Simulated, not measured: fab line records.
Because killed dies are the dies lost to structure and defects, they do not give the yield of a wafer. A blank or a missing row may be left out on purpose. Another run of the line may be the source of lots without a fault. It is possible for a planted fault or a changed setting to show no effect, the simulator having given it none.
The tool behind it: which one? / flow gf180mcu / 7 lots (19 wafers sampled), 1 step of a 602-step route

== WHAT EACH GAUGE READ, for each wafer ==
GF_V2_OVL_MEAS_15.
lot=L250; measured=day 21 18:40; on=overlay-02; V2_OVL (nm)=9
lot=L253; measured=day 22 23:56; on=overlay-02; V2_OVL (nm)=3 2 3
lot=L258; measured=day 24 14:57; on=overlay-02; V2_OVL (nm)=3 6 7
lot=L260; measured=day 25 08:32; on=overlay-01; V2_OVL (nm)=0 -4 2
lot=L263; measured=day 26 06:02; on=overlay-01; V2_OVL (nm)=4 1 -8
lot=L267; measured=day 27 05:44; on=overlay-02; V2_OVL (nm)=-6 -4 -4
lot=L269; measured=day 28 01:00; on=overlay-01; V2_OVL (nm)=2 1 2

== WHICH TOOL RAN EACH LOT (tool, then ch and the chambers of the sampled wafers, then the start) ==
The record shows no process step preceding these readings.

== THE ANSWER, worked out from the rows above alone ==
Rule: what is usual is taken from the lots themselves. Put in order of their means at a reading, lots are off if they are a third of the lots or fewer, leave a main group of 4 or more, and stand apart from it by a gap of 3 or more times the standard deviation of the main group's means; of several such gaps the widest counts. Not used: any main group whose means are identical at the precision the tables above print for the reading. A lot without any number at a reading at which 4 lots or more have one is off too. The other lots that the step has rows for count as sound.
Nothing can be told from this: no lot is off at any reading shown.

== WHAT THE SIMULATOR PUT IN ==
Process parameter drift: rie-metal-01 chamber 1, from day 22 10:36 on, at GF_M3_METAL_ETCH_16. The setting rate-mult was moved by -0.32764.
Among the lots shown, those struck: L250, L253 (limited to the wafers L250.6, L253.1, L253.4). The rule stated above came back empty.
